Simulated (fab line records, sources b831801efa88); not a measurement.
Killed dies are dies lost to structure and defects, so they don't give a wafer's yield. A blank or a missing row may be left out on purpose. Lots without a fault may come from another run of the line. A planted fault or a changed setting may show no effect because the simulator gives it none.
Which tool did it? | flow sky130 | 12 lots, 36 wafers sampled, at 5 steps of a route of 708

WHAT THE GAUGES READ, wafer by wafer
SKY_POLY_GATE_THK_MEAS_04. Usual: POLY_GATE_CVD_03_THK 74.6 nm, standard deviation 0.78.
lot  | measured     | on            | POLY_GATE_CVD_03_THK (nm) | flag
L107 | day 15 09:17 | film_metro-02 | 76.1 76.4 76.1            |
L112 | day 16 22:44 | film_metro-02 | 73.6 73.4 74.2            |
L114 | day 17 23:50 | film_metro-04 | 74.7 74.4 75.1            |
L115 | day 18 11:25 | film_metro-04 | 73.9 73.8 73.8            |
L116 | day 18 14:32 | film_metro-01 | 74.3 73.8 74.0            |
L120 | day 19 23:33 | film_metro-04 | 73.6 74.1 73.9            |
L121 | day 20 08:18 | film_metro-01 | 73.7 73.7 74.0            |
L122 | day 20 09:51 | film_metro-02 | 75.2 75.4 75.6            |
L125 | day 21 23:44 | film_metro-04 | 76.2 75.1 75.3            |
L127 | day 22 09:12 | film_metro-01 | 75.4 75.3 75.4            |
L128 | day 22 14:39 | film_metro-01 | 75.7 75.7 75.2            |
L130 | day 23 11:11 | film_metro-02 | 75.0 75.2 74.8            |

SKY_LDD_HVP_TW_MEAS_10. Usual: LDD_HVP_TW 450, standard deviation 3.7.
lot  | measured     | on            | LDD_HVP_TW  | flag
L107 | day 21 19:39 | film_metro-04 | 451 453 451 |
L112 | day 23 10:39 | film_metro-03 | 448 450 451 |
L114 | day 24 13:16 | film_metro-03 | 446 447 448 |
L115 | day 25 02:03 | film_metro-03 | 449 450 446 |
L116 | day 25 02:58 | film_metro-04 | 452 451 452 |
L120 | day 26 08:04 | film_metro-03 | 402 406 406 | OFF
L121 | day 26 16:34 | film_metro-04 | 446 446 448 |
L122 | day 26 17:38 | film_metro-04 | 401 403 404 | OFF
L125 | day 28 05:00 | film_metro-01 | 454 454 455 |
L127 | day 28 14:25 | film_metro-03 | 443 442 443 |
L128 | day 28 20:10 | film_metro-04 | 452 453 455 |
L130 | day 29 13:55 | film_metro-03 | 451 447 447 |

SKY_POLY_CUT_OVL_MEAS_09. Usual: POLY_CUT_OVL 0 nm, standard deviation 6.6.
lot  | measured     | on         | POLY_CUT_OVL (nm) | flag
L107 | day 24 10:38 | overlay-01 | -4 -2 -9          |
L112 | day 25 23:56 | overlay-01 | -4 -2 3           |
L114 | day 27 14:38 | overlay-02 | 12 8 7            |
L115 | day 27 14:19 | overlay-01 | -6 -18 -10        |
L116 | day 27 16:26 | overlay-02 | -4 -8 -2          |
L120 | day 28 20:27 | overlay-01 | -4 -11 -8         |
L121 | day 29 03:38 | overlay-02 | 2 -4 1            |
L122 | day 29 06:02 | overlay-02 | 1 -3 -1           |
L125 | day 30 15:26 | overlay-01 | 2 6 12            |
L127 | day 31 00:09 | overlay-02 | -3 -6 -5          |
L128 | day 31 06:47 | overlay-01 | 0 5 7             |
L130 | day 31 22:53 | overlay-02 | -2 1 0            |

WHICH TOOL RAN EACH LOT (tool, then ch and the chambers of the sampled wafers, then the start)
lot  | SKY_LDD_HVP_IMPLANT_08          | SKY_LDD_LDN_STRIP_12
L107 | implanter-03 ch 0, day 21 19:24 | plasma_asher-03 ch 1, day 23 02:39
L112 | implanter-04 ch 0, day 23 10:24 | plasma_asher-02 ch 0,1, day 24 17:09
L114 | implanter-03 ch 0, day 24 13:01 | plasma_asher-04 ch 0,1, day 25 19:00
L115 | implanter-04 ch 0, day 25 01:50 | plasma_asher-04 ch 0,1, day 26 06:23
L116 | implanter-03 ch 0, day 25 02:43 | plasma_asher-02 ch 0,1, day 26 07:31
L120 | implanter-04 ch 0, day 26 07:50 | plasma_asher-02 ch 0,1, day 27 13:03
L121 | implanter-03 ch 0, day 26 16:20 | plasma_asher-03 ch 0,1, day 27 22:01
L122 | implanter-04 ch 0, day 26 17:23 | plasma_asher-02 ch 0,1, day 27 23:03
L125 | implanter-03 ch 0, day 28 04:45 | plasma_asher-04 ch 0,1, day 29 09:36
L127 | implanter-03 ch 0, day 28 14:11 | plasma_asher-04 ch 0,1, day 29 18:48
L128 | implanter-03 ch 0, day 28 19:55 | plasma_asher-02 ch 0,1, day 30 00:18
L130 | implanter-04 ch 0, day 29 13:40 | plasma_asher-03 ch 0,1, day 30 18:01
- SKY_LDD_HVP_IMPLANT_08
- SKY_LDD_LDN_STRIP_12: strips in O2/N2.

WHAT THE TOOLS THEMSELVES READ (means of the sampled wafers that have a number; where no wafer has one, the mark that the record gives instead)
SKY_LDD_HVP_IMPLANT_08. Usual: dose_ions_cm2 1.6998e+13, standard deviation 1.6e+10; faraday_current_uA 95.9, standard deviation 1.9.
lot  | tool         | dose_ions_cm2 | faraday_current_uA | flag
L107 | implanter-03 | 1.6988e+13    | 97.1               |
L112 | implanter-04 | 1.7000e+13    | 96.4               |
L114 | implanter-03 | 1.7000e+13    | 97.1               |
L115 | implanter-04 | 1.6975e+13    | 95.9               |
L116 | implanter-03 | 1.6998e+13    | 96.5               |
L120 | implanter-04 | 1.2061e+13    | 67.5               | OFF
L121 | implanter-03 | 1.7003e+13    | 96.0               |
L122 | implanter-04 | 1.2026e+13    | 67.6               | OFF
L125 | implanter-03 | 1.7003e+13    | 96.7               |
L127 | implanter-03 | 1.7001e+13    | 96.0               |
L128 | implanter-03 | 1.7016e+13    | 95.4               |
L130 | implanter-04 | 1.6993e+13    | 95.5               |

SKY_LDD_LDN_STRIP_12. Usual: chamber_pressure_mTorr 1500.0 mTorr, standard deviation 1.3; drypump_motor_current_A 5.9 A, standard deviation 0.42; oes_product_au 0.716 a.u., standard deviation 0.0044; strip_time_to_endpoint_s 14.17 s, standard deviation 0.037.
lot  | tool            | chamber_pressure_mTorr (mTorr) | drypump_motor_current_A (A) | oes_product_au (a.u.) | strip_time_to_endpoint_s (s) | flag
L107 | plasma_asher-03 | 1499.3                         | 6.3                         | 0.713                 | 14.12                        |
L112 | plasma_asher-02 | 1499.3                         | 6.1                         | 0.716                 | 14.22                        |
L114 | plasma_asher-04 | 1501.1                         | 5.4                         | 0.714                 | 14.17                        |
L115 | plasma_asher-04 | 1500.3                         | 5.5                         | 0.718                 | 14.17                        |
L116 | plasma_asher-02 | 1501.0                         | 6.1                         | 0.718                 | 14.19                        |
L120 | plasma_asher-02 | 1499.9                         | 6.1                         | 0.721                 | 14.16                        |
L121 | plasma_asher-03 | 1499.7                         | 6.4                         | 0.721                 | 14.17                        |
L122 | plasma_asher-02 | 1499.6                         | 6.1                         | 0.714                 | 14.22                        |
L125 | plasma_asher-04 | 1499.8                         | 5.4                         | 0.711                 | 14.22                        |
L127 | plasma_asher-04 | 1499.7                         | 5.4                         | 0.718                 | 14.12                        |
L128 | plasma_asher-02 | 1500.7                         | 6.0                         | 0.719                 | 14.14                        |
L130 | plasma_asher-03 | 1499.7                         | 6.5                         | 0.715                 | 14.13                        |

THE ANSWER, worked out from the rows above alone
Rule: a lot is off if the mean of its wafers that have a number lies more than 3 standard deviations from the usual mean. A lot without any number at a reading at which 4 lots or more have one is off too. The other lots that the step has rows for count as sound. The gauges are gone through in route order, then the tools' own readings, and for those a lot's mean is taken as printed above. The first step at which some lot is off is used, and at that step the reading that is off furthest; a lot without a number counts as furthest.
Off: L120, L122, at SKY_LDD_HVP_TW_MEAS_10 (LDD_HVP_TW).
A tool fits if, at a process step before that reading, it ran every lot that is off, and no sound lot after the first of them. The gauges at SKY_LDD_HVP_TW_MEAS_10 aren't tried: what is off there is off at SKY_LDD_HVP_IMPLANT_08 too, on other tools, and a gauge's error can't cause that. None of those tried fits.

WHAT THE SIMULATOR HAD PUT IN
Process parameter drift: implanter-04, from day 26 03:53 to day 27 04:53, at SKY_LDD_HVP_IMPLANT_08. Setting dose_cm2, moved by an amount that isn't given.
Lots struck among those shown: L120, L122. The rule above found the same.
